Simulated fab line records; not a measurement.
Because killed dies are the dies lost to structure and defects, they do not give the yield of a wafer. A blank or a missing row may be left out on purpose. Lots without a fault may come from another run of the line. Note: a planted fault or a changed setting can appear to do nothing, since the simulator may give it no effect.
Which tool did it? + flow gf180mcu + 13 lots with 39 wafers sampled at 4 steps, on a route of 602 steps

## WHAT THE GAUGES READ, wafer by wafer
GF_M2_CD_MEAS_14: target cd 280 nm.
| lot  | measured     | on       | cdNm (nm)         |
|------|--------------|----------|-------------------|
| L134 | day 19 14:49 | cdSem-01 | 278.5 280.0 279.3 |
| L135 | day 20 03:34 | cdSem-02 | 279.2 280.0 278.5 |
| L137 | day 20 21:10 | cdSem-01 | 282.1 280.8 281.4 |
| L138 | day 21 03:04 | cdSem-02 | 280.4 280.4 281.0 |
| L139 | day 21 11:56 | cdSem-02 | 279.8 279.7 279.2 |
| L140 | day 22 12:04 | cdSem-01 | 280.8 280.1 279.8 |
| L143 | day 23 08:06 | cdSem-01 | 278.9 279.1 278.9 |
| L144 | day 23 21:11 | cdSem-01 | 280.4 280.5 281.5 |
| L149 | day 24 23:44 | cdSem-02 | 280.5 280.1 278.7 |
| L151 | day 25 14:33 | cdSem-01 | 280.8 281.1 280.2 |
| L152 | day 25 21:11 | cdSem-02 | 279.7 280.3 279.5 |
| L154 | day 26 12:19 | cdSem-01 | 279.4 278.6 280.6 |
| L155 | day 26 19:20 | cdSem-01 | 281.2 279.3 279.4 |

GF_V2_BOW_MEAS_05.
| lot  | measured     | on           | V2_BOW (um) |
|------|--------------|--------------|-------------|
| L134 | day 19 16:11 | filmMetro-03 | 98 102 97   |
| L135 | day 20 04:57 | filmMetro-02 | 88 81 78    |
| L137 | day 20 22:35 | filmMetro-02 | 105 94 90   |
| L138 | day 21 04:26 | filmMetro-01 | 108 104 99  |
| L139 | day 21 13:19 | filmMetro-03 | 104 100 92  |
| L140 | day 22 14:29 | filmMetro-02 | 93 86 85    |
| L143 | day 23 09:38 | filmMetro-02 | 96 87 93    |
| L144 | day 23 22:34 | filmMetro-02 | 114 104 106 |
| L149 | day 25 01:07 | filmMetro-02 | 111 104 114 |
| L151 | day 25 15:58 | filmMetro-01 | 91 92 83    |
| L152 | day 25 22:34 | filmMetro-02 | 84 90 81    |
| L154 | day 26 13:47 | filmMetro-02 | 97 95 99    |
| L155 | day 26 20:43 | filmMetro-01 | 97 115 98   |

GF_V2_RS_MEAS_24: uses a four-point probe to measure.
| lot  | measured     | on           | V2_W_RS (ohm/sq)  |
|------|--------------|--------------|-------------------|
| L134 | day 20 16:59 | filmMetro-03 | 0.315 0.316 0.315 |
| L135 | day 21 05:52 | filmMetro-02 | 0.322 0.322 0.323 |
| L137 | day 21 22:50 | filmMetro-01 | 0.320 0.324 0.328 |
| L138 | day 22 04:55 | filmMetro-03 | 0.321 0.320 0.320 |
| L139 | day 22 14:02 | filmMetro-02 | 0.319 0.320 0.319 |
| L140 | day 23 14:20 | filmMetro-03 | 0.324 0.332 0.331 |
| L143 | day 24 09:19 | filmMetro-01 | 0.314 0.316 0.320 |
| L144 | day 24 21:34 | filmMetro-02 | 0.331 0.323 0.324 |
| L149 | day 25 23:53 | filmMetro-02 | 0.322 0.315 0.318 |
| L151 | day 26 13:46 | filmMetro-01 | 0.334 0.327 0.331 |
| L152 | day 26 20:25 | filmMetro-01 | 0.331 0.329 0.328 |
| L154 | day 27 11:33 | filmMetro-03 | 0.329 0.324 0.329 |
| L155 | day 27 18:13 | filmMetro-02 | 0.335 0.330 0.333 |

## EACH LOT AND THE TOOL THAT RAN IT (in order: tool; ch and the chambers of the sampled wafers; start)
| lot  | GF_V2_ETCH_17                     |
|------|-----------------------------------|
| L134 | rieDiel-03 ch 0,2, day 20 16:00   |
| L135 | rieDiel-03 ch 0,1,3, day 21 05:00 |
| L137 | rieDiel-03 ch 0,2, day 21 22:00   |
| L138 | rieDiel-03 ch 0,2,3, day 22 04:00 |
| L139 | rieDiel-02 ch 1,2,3, day 22 12:00 |
| L140 | rieDiel-03 ch 0,2,3, day 23 13:00 |
| L143 | rieDiel-03 ch 0,3, day 24 08:00   |
| L144 | rieDiel-03 ch 0,1,2, day 24 20:00 |
| L149 | rieDiel-01 ch 1,2,3, day 25 23:00 |
| L151 | rieDiel-02 ch 0,1,3, day 26 12:00 |
| L152 | rieDiel-02 ch 0,2,3, day 26 19:00 |
| L154 | rieDiel-02 ch 0,3, day 27 10:00   |
| L155 | rieDiel-01 ch 0,1,3, day 27 17:00 |
- GF_V2_ETCH_17: etches SiO2 in C4F8/O2/Ar, stops on TiN, target depth 630 nm.

## WHAT THE TOOLS THEMSELVES READ (means of the sampled wafers that have a number; where no wafer has one, the mark that the record gives instead)
GF_V2_ETCH_17.
| lot  | tool       | biasW (W) | oesProductAu (a.u.) |
|------|------------|-----------|---------------------|
| L134 | rieDiel-03 | 1200      | 0.861               |
| L135 | rieDiel-03 | 1200      | 0.852               |
| L137 | rieDiel-03 | 1196      | 0.850               |
| L138 | rieDiel-03 | 1199      | 0.855               |
| L139 | rieDiel-02 | 1198      | 0.857               |
| L140 | rieDiel-03 | 1202      | 0.858               |
| L143 | rieDiel-03 | 1336      | 0.858               |
| L144 | rieDiel-03 | 1334      | 0.856               |
| L149 | rieDiel-01 | 1203      | 0.854               |
| L151 | rieDiel-02 | 1198      | 0.857               |
| L152 | rieDiel-02 | 1201      | 0.857               |
| L154 | rieDiel-02 | 1203      | 0.850               |
| L155 | rieDiel-01 | 1197      | 0.857               |

## THE ANSWER, worked out from the rows above alone
Rule: usual is defined by the lots themselves. The widest of any qualifying gaps counts: lots, ordered by their means at a reading, are off when they make up no more than a third of the lots, leave a main group of 4 or more, and stand apart from it by 3 or more times the standard deviation of that group's means. If all means in a main group match to the digits the tables above print for the reading, that group is not used. A lot without any number at a reading at which 4 lots or more have one is off too. The other lots that the step has rows for count as sound. First the gauges in route order, then the tools' own readings, where a lot's mean is used as printed above. At the first step where some lot is off, the reading lying furthest off is the one used; lots without a number count as furthest.
Off, at GF_V2_ETCH_17 on biasW: L143, L144. Mean 1200 W and standard deviation 2.3 in the main group.
If a tool, at that step or one of the process steps before it, ran each lot that is off and ran no sound lot following the first of them, it fits. One candidate fits, namely rieDiel-03 at GF_V2_ETCH_17. A fault onset in the window from L140 (day 23 13:00, its last sound lot) to L143 (day 24 08:00, its first lot off) fits.
On the lots that are off, the tool's own readings at GF_V2_ETCH_17 differ by more than 5 times the standard deviation of the sound lots' means, which bears it out; biasW reads 1335 W there versus 1200 W on the sound lots.

## WHAT HAD BEEN PUT IN BY THE SIMULATOR
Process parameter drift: rieDiel-03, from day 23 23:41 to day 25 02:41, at GF_V2_ETCH_17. A move of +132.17 in setting biasW, from 1200. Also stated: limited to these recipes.
Struck lots among those shown: L143, L144. The rule given above showed the same thing.
